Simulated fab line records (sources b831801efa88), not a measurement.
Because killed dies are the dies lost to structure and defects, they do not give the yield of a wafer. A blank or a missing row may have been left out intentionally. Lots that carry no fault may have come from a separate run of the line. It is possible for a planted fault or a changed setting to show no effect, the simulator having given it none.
fab line records ; flow sky130
[record] lots = 6; wafers = 18; lastDay = 50
route steps=708 shown VIA1@473 METAL2@483 PAD_OPEN@708
lots with no fault: from the same line, run without faults
startH: hours from the record's first day to the start of the lot's first wafer shown ; waitH: how many hours have passed since the lot's step before this one ; " the same as in the row above ; L1.1+2: a row that stands for several wafers ; - value missing, or start not given ; * or withheld: withheld ; < > ~ a bound
route shown NAME@n: names a module that has steps shown in the file, with the first one's number in the route ; usual: average and standard deviation across the fault-free wafers ; same: alike in all rows ; chamber/n: place in a boat ; sites: per-site readings ; _std_site: the standard deviation of these ; _edge_site: the outer-site mean with the inner-site mean subtracted ; radiusMm: how far each site lies from the wafer's centre ; mask NAME#n: copy n ; behind: the last tool/chamber to shape the wafer ; hold: why the lot went on hold/how many hours it stayed there/how the hold came to an end ; device: whichever transistor did not switch (one of n, p or np) ; end of line: tests of these same wafers at the route's end ; a step with no rows: only its recipe ; killed: the dies lost at the first sort to structure and to defects; this is not the yield of the wafer ; map: a wafer's dies, x killed, . not, _ none there
set.NAME: setting as actually run; set.NAME@STEP: the setting as run at that earlier step ; model.NAME: the simulator's own value behind a step, which no gauge read
lots at some steps of the route; a table a step, a row a wafer
services: from which hour (startH, from the record's first day; less than 0 if before it) a tool's chamber was out of use, for how many hours, and why
[[steps]]
[step SKY_VIA1_ETCH_15]
[recipe] target = SiO2; chemistry = C4F8/O2/Ar; targetDepthNm = 351; stopOn = TiN; maskMaterial = KrF-thick; sourceW = 1500; biasW = 1200; pressureMtorr = 40; c4f8FlowSccm = withheld; O2_flow_sccm = 6; Ar_flow_sccm = 300; timeS = 54
[step SKY_VIA1_STRIP_16]
[recipe] chemistry = O2/N2; powerW = 1400; pressureMtorr = 1500; platenTempC = withheld; o2FlowSccm = 3000; n2FlowSccm = 300; overashFraction = 0.5
[usual] drypumpMotorCurrentA = 5.86/0.26; oesProductAu = 0.416/0.0044; stripTimeToEndpointS = 4.45/0.03
lot.wafer;tool;chamber;startH;waitH;drypumpMotorCurrentA;oesProductAu;rfHoursCounterH;stripTimeToEndpointS
L616.1;plasmaAsher-04;1;809.77;0.0;5.53;0.417;103;4.39
L616.4;plasmaAsher-04;0;809.77;0.0;6.19;0.419;-;4.42
L616.6;plasmaAsher-04;0;809.77;0.0;6.18;0.415;-;4.42
L618.2;plasmaAsher-01;0;829.44;0.0;5.61;0.407;40;4.41
L618.3;plasmaAsher-01;0;829.44;0.0;5.60;0.424;-;4.43
L618.4;plasmaAsher-01;1;829.44;0.0;6.04;0.422;-;4.42
L628.1;plasmaAsher-01;1;901.63;0.0;6.03;0.421;46;4.47
L628.3;plasmaAsher-01;1;901.63;0.0;6.04;0.429;-;4.45
L628.4;plasmaAsher-01;0;901.63;0.0;5.64;0.415;-;4.48
L630.4;plasmaAsher-01;1;902.42;0.1;6.03;0.422;-;4.53
L630.5;plasmaAsher-01;1;902.42;0.1;6.04;0.408;-;4.50
L630.6;plasmaAsher-01;0;902.42;0.1;5.59;0.424;-;4.43
L636.1;plasmaAsher-04;0;932.83;0.0;6.19;0.417;116;4.46
L636.2;plasmaAsher-04;1;932.83;0.0;5.60;0.419;116;4.44
L636.6;plasmaAsher-04;0;932.83;0.0;6.19;0.413;-;4.46
L639.1;plasmaAsher-04;0;956.22;0.0;6.19;0.419;119;4.45
L639.3;plasmaAsher-04;0;956.22;0.0;6.21;0.418;-;4.45
L639.4;plasmaAsher-04;1;956.22;0.0;5.59;0.414;-;4.47
[step SKY_VIA1_STRIP_17]
[recipe] chemistry = postEtchResidueRemover; timeS = 1200; tempC = 72.5
[step SKY_VIA1_CLEAN_18]
[recipe] chemistry = IPA; timeS = 180; tempC = 25
[step SKY_VIA1_CLEAN_19]
[recipe] chemistry = O3/DIW; dry = n2Spin
[step SKY_VIA1_SPUTTER_20]
[recipe] material = TiN; targetThkNm = 20; chamberPressurePa = 5; powerW = 4000; timeS = 80
[usual] cathodeDcPowerW = 3999.9/0.78; chamberPressurePa = 4.999/0.01; throttleValvePct = 29.7/0.93
[same] timeS = 80
lot.wafer;tool;chamber;startH;waitH;cathodeDcPowerW;chamberPressurePa;throttleValvePct
L616.1;pvdSputter-02;-;810.36;0.0;4000.3;4.993;29.9
L616.4;pvdSputter-02;-;810.36;0.0;3999.6;5.001;29.6
L616.6;pvdSputter-02;-;810.36;0.0;3999.6;4.992;29.2
L618.2;pvdSputter-01;-;830.03;0.0;3999.9;5.000;28.7
L618.3;pvdSputter-01;-;830.03;0.0;4000.2;4.985;30.4
L618.4;pvdSputter-01;-;830.03;0.0;4000.1;5.008;28.7
L628.1;pvdSputter-03;-;902.22;0.0;3999.0;4.990;29.9
L628.3;pvdSputter-03;-;902.22;0.0;3999.6;4.997;32.0
L628.4;pvdSputter-03;-;902.22;0.0;4000.4;5.018;30.2
L630.4;pvdSputter-03;-;902.98;0.0;4000.5;4.983;30.3
L630.5;pvdSputter-03;-;902.98;0.0;4000.1;4.986;31.7
L630.6;pvdSputter-03;-;902.98;0.0;3998.4;5.008;29.8
L636.1;pvdSputter-02;-;933.42;0.0;4000.9;5.001;28.7
L636.2;pvdSputter-02;-;933.42;0.0;3999.0;5.019;30.0
L636.6;pvdSputter-02;-;933.42;0.0;3999.0;5.017;30.2
L639.1;pvdSputter-01;-;956.89;0.0;3998.5;5.005;28.2
L639.3;pvdSputter-01;-;956.89;0.0;3999.7;5.006;28.7
L639.4;pvdSputter-01;-;956.89;0.0;3999.6;5.003;30.4
[step SKY_VIA1_CVD_21]
[recipe] material = W; targetThkNm = 270; timeS = 80.902; tempC = 400; pressureTorr = 40
[usual] heaterPowerOuterW = 515/41; heaterPowerW = 869/71
[same] timeS = 80.902
lot.wafer;tool;chamber;startH;waitH;heaterPowerOuterW;heaterPowerW
L616.1;cvdW-01;0;810.42;0.0;473;806
L616.4;cvdW-01;0;810.42;0.0;490;775
L616.6;cvdW-01;0;810.42;0.0;481;796
L618.2;cvdW-01;1;830.09;0.0;585;981
L618.3;cvdW-01;1;830.09;0.0;559;996
L618.4;cvdW-01;0;830.09;0.0;489;769
L628.1;cvdW-01;0;902.28;0.0;486;774
L628.3;cvdW-01;1;902.28;0.0;578;985
L628.4;cvdW-01;0;902.28;0.0;479;781
L630.4;cvdW-02;0;903.07;0.1;550;896
L630.5;cvdW-02;1;903.07;0.1;468;820
L630.6;cvdW-02;0;903.07;0.1;549;896
L636.1;cvdW-01;1;933.48;0.0;502;877
L636.2;cvdW-01;0;933.48;0.0;503;811
L636.6;cvdW-01;1;933.48;0.0;493;866
L639.1;cvdW-02;0;956.95;0.0;556;914
L639.3;cvdW-02;1;956.95;0.0;454;831
L639.4;cvdW-02;0;956.95;0.0;548;915
[step SKY_VIA1_RS_MEAS_22]
[recipe] thkMeasGauge = four-point-probe; reads = W_of_VIA1_CVD_21+TiN_of_VIA1_SPUTTER_20
[usual] VIA1_W_RS = 0.427/0.006
lot.wafer;tool;chamber;startH;waitH;VIA1_W_RS[ohm/sq]
L616.1;filmMetro-04;-;810.52;0.1;0.430
L616.4;filmMetro-04;-;810.52;0.1;0.430
L616.6;filmMetro-04;-;810.52;0.1;0.433
L618.2;filmMetro-02;-;830.20;0.1;0.425
L618.3;filmMetro-02;-;830.20;0.1;0.429
L618.4;filmMetro-02;-;830.20;0.1;0.430
L628.1;filmMetro-04;-;902.37;0.1;0.433
L628.3;filmMetro-04;-;902.37;0.1;0.417
L628.4;filmMetro-04;-;902.37;0.1;0.438
L630.4;filmMetro-02;-;903.19;0.1;0.421
L630.5;filmMetro-02;-;903.19;0.1;0.422
L630.6;filmMetro-02;-;903.19;0.1;0.421
L636.1;filmMetro-03;-;933.57;0.1;0.421
L636.2;filmMetro-03;-;933.57;0.1;0.428
L636.6;filmMetro-03;-;933.57;0.1;0.421
L639.1;filmMetro-04;-;957.09;0.1;0.426
L639.3;filmMetro-04;-;957.09;0.1;0.426
L639.4;filmMetro-04;-;957.09;0.1;0.427
[step SKY_VIA1_THK_MEAS_23]
[recipe] thkMeasGauge = xrf; reads = W_of_VIA1_CVD_21
[usual] VIA1_W_THK = 262/3.8
lot.wafer;tool;chamber;startH;waitH;VIA1_W_THK[nm]
L616.1;filmMetro-04;-;810.64;0.1;261
L616.4;filmMetro-04;-;810.64;0.1;261
L616.6;filmMetro-04;-;810.64;0.1;260
L618.2;filmMetro-02;-;830.31;0.1;266
L618.3;filmMetro-02;-;830.31;0.1;261
L618.4;filmMetro-02;-;830.31;0.1;261
L628.1;filmMetro-04;-;902.49;0.1;256
L628.3;filmMetro-04;-;902.49;0.1;267
L628.4;filmMetro-04;-;902.49;0.1;254
L630.4;filmMetro-02;-;903.28;0.1;264
L630.5;filmMetro-02;-;903.28;0.1;262
L630.6;filmMetro-02;-;903.28;0.1;265
L636.1;filmMetro-03;-;933.69;0.1;266
L636.2;filmMetro-03;-;933.69;0.1;262
L636.6;filmMetro-03;-;933.69;0.1;266
L639.1;filmMetro-04;-;957.21;0.1;263
L639.3;filmMetro-04;-;957.21;0.1;265
L639.4;filmMetro-04;-;957.21;0.1;264
[step SKY_VIA1_CMP_24]
[recipe] stopOn = SiO2; tOverpolishS = 15; downForcePsi = 3.5; platenRpm = 60; targetThkNm = 0; padVelocityMS = 0.94248
[step SKY_METAL2_SPUTTER_00]
[recipe] material = Ti; targetThkNm = 15; powerW = 3000; timeS = 10; chamberPressurePa = 0.4
[step SKY_METAL2_SPUTTER_01]
[recipe] material = TiN; targetThkNm = 20; powerW = 6500; timeS = 16.7; chamberPressurePa = 0.4
[usual] cathodeDcPowerW = 6500.0/1.2; chamberPressurePa = 0.4001/0.00084; throttleValvePct = 29.9/1
[same] timeS = 16.7
lot.wafer;tool;chamber;startH;waitH;cathodeDcPowerW;chamberPressurePa;throttleValvePct
L616.1;pvdSputter-01;-;811.02;0.0;6498.0;0.3996;28.7
L616.4;pvdSputter-01;-;811.02;0.0;6500.7;0.3993;28.7
L616.6;pvdSputter-01;-;811.02;0.0;6499.5;0.3985;28.7
L618.2;pvdSputter-04;-;830.69;0.0;6499.9;0.3995;30.4
L618.3;pvdSputter-04;-;830.69;0.0;6498.8;0.4001;28.5
L618.4;pvdSputter-04;-;830.69;0.0;6503.6;0.3994;29.2
L628.1;pvdSputter-04;-;902.88;0.0;6498.7;0.3985;30.8
L628.3;pvdSputter-04;-;902.88;0.0;6499.0;0.3988;28.5
L628.4;pvdSputter-04;-;902.88;0.0;6500.4;0.3998;30.8
L630.4;pvdSputter-04;-;903.65;0.0;6499.4;0.3997;28.6
L630.5;pvdSputter-04;-;903.65;0.0;6501.9;0.3989;30.4
L630.6;pvdSputter-04;-;903.65;0.0;6500.8;0.4003;30.6
L636.1;pvdSputter-04;-;934.08;0.0;6498.2;0.4014;29.3
L636.2;pvdSputter-04;-;934.08;0.0;6501.2;0.4012;28.7
L636.6;pvdSputter-04;-;934.08;0.0;6501.8;0.4015;29.1
L639.1;pvdSputter-01;-;957.60;0.0;6499.2;0.4017;30.3
L639.3;pvdSputter-01;-;957.60;0.0;6501.6;0.4014;28.7
L639.4;pvdSputter-01;-;957.60;0.0;6500.2;0.4000;28.7
[step SKY_METAL2_SPUTTER_02]
[recipe] material = AlCu; targetThkNm = 250; powerW = 10600; timeS = 13.3; chamberPressurePa = 0.4
[usual] cathodeDcPowerW = 10600/2.1; chamberPressurePa = 0.4001/0.0009; throttleValvePct = 29.9/0.99; timeS = 13.3/0
lot.wafer;tool;chamber;startH;waitH;cathodeDcPowerW;chamberPressurePa;throttleValvePct;timeS
L616.1;pvdSputter-01;-;811.04;0.0;10602;0.4004;28.8;13.3
L616.4;pvdSputter-01;-;811.04;0.0;10600;0.3998;29.0;13.3
L616.6;pvdSputter-01;-;811.04;0.0;10598;0.4002;28.5;13.3
L618.2;pvdSputter-04;-;830.71;0.0;10601;0.4002;30.7;13.3
L618.3;pvdSputter-04;-;830.71;0.0;10596;0.3996;28.6;13.3
L618.4;pvdSputter-04;-;830.71;0.0;10597;0.4005;29.5;13.3
L628.1;pvdSputter-04;-;902.90;0.0;-;-;-;-
L628.3;pvdSputter-04;-;902.90;0.0;-;-;-;-
L628.4;pvdSputter-04;-;902.90;0.0;-;-;-;-
L630.4;pvdSputter-04;-;903.68;0.0;-;-;-;-
L630.5;pvdSputter-04;-;903.68;0.0;-;-;-;-
L630.6;pvdSputter-04;-;903.68;0.0;-;-;-;-
L636.1;pvdSputter-04;-;934.10;0.0;10600;0.3999;29.2;13.3
L636.2;pvdSputter-04;-;934.10;0.0;10602;0.4004;28.5;13.3
L636.6;pvdSputter-04;-;934.10;0.0;10599;0.4010;29.4;13.3
L639.1;pvdSputter-01;-;957.62;0.0;10595;0.3999;30.6;13.3
L639.3;pvdSputter-01;-;957.62;0.0;10600;0.3985;28.3;13.3
L639.4;pvdSputter-01;-;957.62;0.0;10602;0.4004;28.6;13.3
[step SKY_METAL2_SPUTTER_03]
[recipe] material = Ti; targetThkNm = 5; powerW = 3000; timeS = 3.3; chamberPressurePa = 0.4
[step SKY_METAL2_SPUTTER_04]
[recipe] material = TiN; targetThkNm = 70; powerW = 6500; timeS = 58.3; chamberPressurePa = 0.4
[usual] cathodeDcPowerW = 6500.0/1.2; chamberPressurePa = 0.4001/0.0007; throttleValvePct = 29.9/1
[same] timeS = 58.3
lot.wafer;tool;chamber;startH;waitH;cathodeDcPowerW;chamberPressurePa;throttleValvePct
L616.1;pvdSputter-01;-;811.09;0.0;6499.1;0.4003;28.7
L616.4;pvdSputter-01;-;811.09;0.0;6501.7;0.3992;28.7
L616.6;pvdSputter-01;-;811.09;0.0;6498.6;0.3995;28.7
L618.2;pvdSputter-04;-;830.75;0.0;6499.8;0.4005;30.9
L618.3;pvdSputter-04;-;830.75;0.0;6498.3;0.3992;28.7
L618.4;pvdSputter-04;-;830.75;0.0;6499.4;0.3996;29.1
L628.1;pvdSputter-04;-;902.94;0.0;6499.1;0.4011;30.6
L628.3;pvdSputter-04;-;902.94;0.0;6501.1;0.3998;28.4
L628.4;pvdSputter-04;-;902.94;0.0;6497.7;0.3999;30.8
L630.4;pvdSputter-04;-;903.73;0.0;6498.9;0.4007;28.7
L630.5;pvdSputter-04;-;903.73;0.0;6499.6;0.4004;30.5
L630.6;pvdSputter-04;-;903.73;0.0;6500.0;0.4000;30.6
L636.1;pvdSputter-04;-;934.14;0.0;6499.9;0.3998;29.2
L636.2;pvdSputter-04;-;934.14;0.0;6500.5;0.3991;28.4
L636.6;pvdSputter-04;-;934.14;0.0;6498.7;0.3997;29.3
L639.1;pvdSputter-01;-;957.66;0.0;6500.3;0.3999;30.0
L639.3;pvdSputter-01;-;957.66;0.0;6499.8;0.4001;28.3
L639.4;pvdSputter-01;-;957.66;0.0;6498.1;0.4001;28.5
[step SKY_METAL2_RS_MEAS_05]
[recipe] thkMeasGauge = four-point-probe; reads = TiN_of_METAL2_SPUTTER_04+Ti_of_METAL2_SPUTTER_03+AlCu_of_METAL2_SPUTTER_02+TiN_of_METAL2_SPUTTER_01+Ti_of_METAL2_SPUTTER_00
[usual] METAL2_ALCU_RS = 0.1262/0.0017
lot.wafer;tool;chamber;startH;waitH;hold;METAL2_ALCU_RS[ohm/sq]
L616.1;filmMetro-02;-;811.14;0.0;-;0.1275
L616.4;filmMetro-02;-;811.14;0.0;-;0.1245
L616.6;filmMetro-02;-;811.14;0.0;-;0.1250
L618.2;filmMetro-04;-;830.82;0.0;-;0.1258
L618.3;filmMetro-04;-;830.82;0.0;-;0.1261
L618.4;filmMetro-04;-;830.82;0.0;-;0.1268
L628.1;filmMetro-01;-;902.99;0.0;awaitDispo/0.2h/release;8.6460
L628.3;filmMetro-01;-;902.99;0.0;awaitDispo/0.2h/release;8.6345
L628.4;filmMetro-01;-;902.99;0.0;awaitDispo/0.2h/release;8.6637
L628.1;filmMetro-01;-;903.28;0.3;-;8.6463
L628.3;filmMetro-01;-;903.28;0.3;-;8.6399
L628.4;filmMetro-01;-;903.28;0.3;-;8.6664
L630.4;filmMetro-01;-;903.81;0.1;awaitDispo/0.2h/release;8.6658
L630.5;filmMetro-01;-;903.81;0.1;awaitDispo/0.2h/release;8.6902
L630.6;filmMetro-01;-;903.81;0.1;awaitDispo/0.2h/release;8.6457
L630.4;filmMetro-01;-;904.10;0.3;-;8.6489
L630.5;filmMetro-01;-;904.10;0.3;-;8.6723
L630.6;filmMetro-01;-;904.10;0.3;-;8.6422
L636.1;filmMetro-04;-;934.19;0.0;-;0.1241
L636.2;filmMetro-04;-;934.19;0.0;-;0.1254
L636.6;filmMetro-04;-;934.19;0.0;-;0.1237
L639.1;filmMetro-02;-;957.71;0.0;-;0.1300
L639.3;filmMetro-02;-;957.71;0.0;-;0.1326
L639.4;filmMetro-02;-;957.71;0.0;-;0.1311
[step SKY_PAD_OPEN_PROBE_99]
[usual] defectLimitedYield = 82.7/2; killed_at_M0_to_M3 = 42/7.4; killed_at_M4_up = 3.5/1.9; killedAtContacts = 24/5.2; killedAtFrontEnd = 15/4.5; killedAtOther = 0.2/0.53; killedDies = 85/9.8; killedOpen = 46/7.6; killedShort = 39/6.5; sort_bin_3_pad_short = 0.9/0.4; sort_bin_5_function = 10.3/1.5; sort_bin_6_memory = 6.1/1.1; sortNPass = 407/9.8; sortYieldPct = 82.7/2
[same] grossDies = 492; killedAtBackSide = 0; sort_bin_4_leakage[%] = 0; sort_bin_8_speed[%] = 0
lot.wafer;tool;chamber;startH;waitH;defectLimitedYield[%];killed_at_M0_to_M3;killed_at_M4_up;killedAtContacts;killedAtFrontEnd;killedAtOther;killedDies;killedOpen;killedShort;sort_bin_3_pad_short[%];sort_bin_5_function[%];sort_bin_6_memory[%];sortNPass;sortYieldPct[%]
L618.2;prober-01;-;1106.77;0.1;82.7;48;1;23;12;1;85;49;36;1.4;10.2;5.7;407;82.7
L618.3;prober-01;-;1106.82;0.2;84.8;39;0;22;14;0;75;39;36;0.4;10.6;4.3;417;84.8
L618.4;prober-01;-;1106.87;0.2;82.7;37;1;29;18;0;85;52;33;0.8;9.8;6.7;407;82.7
// killed by level:class
L618.2 VIA1:geometricParticle:open=14 CONTACT:geometricParticle:open=8 VIA3:geometricParticle:open=8 FIELD_ISO:geometricParticle:short=5 LI_CONTACT:geometricParticle:open=5 VIA2:geometricParticle:open=5 VIA2:geometricParticle:short=5 VIA1:geometricParticle:short=4
L618.3 VIA1:geometricParticle:open=8 VIA2:geometricParticle:open=7 LI_CONTACT:geometricParticle:open=6 VIA3:geometricParticle:open=6 LI_CONTACT:geometricParticle:short=5 CONTACT:geometricParticle:short=5 POLY_GATE:geometricParticle:open=4 CONTACT:geometricParticle:open=4
L618.4 CONTACT:geometricParticle:open=14 VIA1:geometricParticle:open=10 LI_CONTACT:geometricParticle:open=7 METAL1:geometricParticle:short=6 FIELD_ISO:geometricParticle:open=5 CONTACT:geometricParticle:short=5 VIA3:geometricParticle:open=4 FIELD_ISO:geometricParticle:short=3
[[services]]
tool;chamber;startH;hours;kind
cvdW-02;-;799.10;2.8;pm
cvdW-02;-;816.30;1.6;repair
pvdSputter-03;-;816.49;2.2;repair
pvdSputter-02;-;821.41;2.0;repair
pvdSputter-02;-;821.73;11.6;repair
pvdSputter-02;-;822.40;1.7;repair
pvdSputter-01;1;825.16;-;consumableReplace:kit
pvdSputter-01;1;825.16;18.0;scheduledDown
pvdSputter-01;1;825.16;18.0;ventCycle
cvdW-02;-;830.28;6.9;pm
pvdSputter-02;-;869.93;4.5;repair
cvdW-02;-;884.78;1.1;repair
plasmaAsher-01;-;885.88;12.9;repair
pvdSputter-02;-;901.96;2.5;repair
pvdSputter-04;0;902.14;-;consumableReplace:kit
pvdSputter-04;0;902.14;18.0;scheduledDown
pvdSputter-04;0;902.14;18.0;ventCycle
cvdW-01;-;904.00;14.0;pm
cvdW-01;0;904.00;14.0;ventCycle
cvdW-01;1;904.00;14.0;ventCycle
cvdW-01;0;918.00;-;clean
plasmaAsher-04;-;937.45;1.3;repair
pvdSputter-04;-;950.12;4.0;repair
cvdW-01;-;950.70;6.9;pm
[[key]]
[firstSign] step = SKY_METAL2_SPUTTER_02; reading = toolRecord; direction = missing
[effect] step = SKY_METAL2_RS_MEAS_05; reading = visit; direction = added
[effect] step = SKY_METAL2_RS_MEAS_05; reading = METAL2_ALCU_RS; direction = up; sigmas = 99+; usual = 0.1262; struck = 8.6576
metAt SKY_METAL2_SPUTTER_02
struckWafers L628.1,L628.3,L628.4,L630.4,L630.5,L630.6
scrappedBehind SKY_METAL2_RS_MEAS_05 L628.1,L628.3,L628.4,L630.4,L630.5,L630.6
onsetBetween 830.71 902.90
[fault] kind = skippedStepWhole; tool = pvdSputter-04; chamber = -; onsetH = 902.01; steps = SKY_METAL2_SPUTTER_02; scope = struckLotsOnly
